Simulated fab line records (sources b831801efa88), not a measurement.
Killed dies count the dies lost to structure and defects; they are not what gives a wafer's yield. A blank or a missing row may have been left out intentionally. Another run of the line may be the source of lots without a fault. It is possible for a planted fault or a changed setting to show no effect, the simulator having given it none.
Chamber matching | flow sfq-line | SFQ_TRILAYER_I0_VIA_BARC_OPEN_VIA_ETCH_046 on rie-diel-03 has 4 sister chambers
The step etches BARC in O2, target depth 125 nm, time 41.7 s. 18 wafers are shown with their chamber, then 9 later ones without.

WAFERS WITH THEIR CHAMBER
wafer  | chamber | drypump-motor-current-A (A) | oes-product-au (a.u.)
L860.4 | 1       | 5.61                        | 0.679
L860.5 | 0       | 5.44                        | 0.680
L860.6 | 3       | 5.82                        | 0.684
L861.2 | 2       | 5.75                        | 0.680
L861.4 | 0       | 5.47                        | 0.681
L861.5 | 2       | 5.76                        | 0.690
L864.2 | 1       | 5.63                        | 0.690
L864.3 | 3       | 5.82                        | 0.678
L864.6 | 1       | 5.65                        | 0.680
L865.3 | 3       | 5.82                        | 0.674
L865.5 | 0       | 5.44                        | 0.686
L865.6 | 1       | 5.62                        | 0.690
L866.2 | 0       | 5.44                        | 0.669
L866.5 | 0       | 5.44                        | 0.678
L866.6 | 1       | 5.59                        | 0.680
L867.4 | 0       | 5.43                        | 0.679
L867.5 | 0       | 5.44                        | 0.681
L867.6 | 3       | 5.82                        | 0.680

SIGNATURES (averages over the wafers above)
reading                 | chamber 0 | chamber 1 | chamber 2 | chamber 3 | scatter within a chamber
drypump-motor-current-A | 5.4429    | 5.6200    | 5.7550    | 5.8200    | 0.0146
oes-product-au          | 0.67914   | 0.68380   | 0.68500   | 0.67900   | 0.00528
Rule: for a wafer and a chamber, the distance is found by dividing, reading by reading, the gap between the wafer's reading and the chamber's mean by the reading's scatter, squaring, summing and taking the root. The wafer belongs to the nearest chamber; if the next one is less than 2 further off, it can't be placed. The scatter: take each reading less its chamber's mean, square it, sum over the shown wafers, divide by the number of wafers less the number of chambers, and take the root.

WAFERS WHOSE CHAMBER IS MISSING
wafer  | drypump-motor-current-A (A) | oes-product-au (a.u.)
L869.1 | 5.43                        | 0.667
L869.2 | 5.76                        | 0.677
L869.6 | 5.76                        | 0.677
L870.1 | 5.60                        | 0.686
L870.2 | 5.75                        | 0.681
L870.4 | 5.79                        | 0.684
L872.1 | 5.64                        | 0.682
L872.3 | 5.44                        | 0.688
L872.5 | 5.78                        | 0.683

WHICH CHAMBER EACH ONE RAN IN
wafer  | from the rows above     | in truth
L869.1 | 0                       | 0
L869.2 | 2                       | 2
L869.6 | 2                       | 2
L870.1 | 1                       | 1
L870.2 | 2                       | 2
L870.4 | can't be placed: 3 or 2 | 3
L872.1 | 1                       | 1
L872.3 | 0                       | 0
L872.5 | can't be placed: 2 or 3 | 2
7 of 9 placed correctly. Unplaceable from these rows: 2, with the true chamber sitting among the candidates in 2. 0 placed wrongly.
